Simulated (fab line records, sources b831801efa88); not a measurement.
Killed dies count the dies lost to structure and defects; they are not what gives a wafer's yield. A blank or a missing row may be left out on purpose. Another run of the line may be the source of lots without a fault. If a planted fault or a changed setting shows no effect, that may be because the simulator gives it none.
The tool behind it: which one?	flow gf180mcu	at 1 step of a route of 602, 7 lots with 21 wafers sampled

## WHAT THE GAUGES READ, wafer by wafer
GF_V2_THK_MEAS_01.
lot	measured	on	V2_CVD_00_THK (nm)
L834	day 19 20:26	filmMetro-02	607 600 595
L836	day 20 13:35	filmMetro-04	600 599 593
L839	day 21 20:18	filmMetro-02	607 610 605
L846	day 24 08:01	filmMetro-04	606 585 593
L848	day 25 02:17	filmMetro-01	588 602 600
L850	day 25 13:26	filmMetro-02	605 606 604
L856	day 27 08:49	filmMetro-02	607 596 605

## WHICH TOOL RAN EACH LOT (tool, then ch and the chambers of the sampled wafers, then the start)
Record: no process step prior to these readings.

## THE ANSWER, worked out from the rows above alone
Rule: usual is defined by the lots themselves. The widest of any qualifying gaps counts: lots, ordered by their means at a reading, are off when they make up no more than a third of the lots, leave a main group of 4 or more, and stand apart from it by 3 or more times the standard deviation of that group's means. If all means in a main group match to the digits the tables above print for the reading, that group is not used. A lot without any number at a reading at which 4 lots or more have one is off too. Any other lot the step has rows for is counted as sound.
Across all readings shown, no lot is off: no conclusion can be drawn from this.

## WHAT THE SIMULATOR PUT IN
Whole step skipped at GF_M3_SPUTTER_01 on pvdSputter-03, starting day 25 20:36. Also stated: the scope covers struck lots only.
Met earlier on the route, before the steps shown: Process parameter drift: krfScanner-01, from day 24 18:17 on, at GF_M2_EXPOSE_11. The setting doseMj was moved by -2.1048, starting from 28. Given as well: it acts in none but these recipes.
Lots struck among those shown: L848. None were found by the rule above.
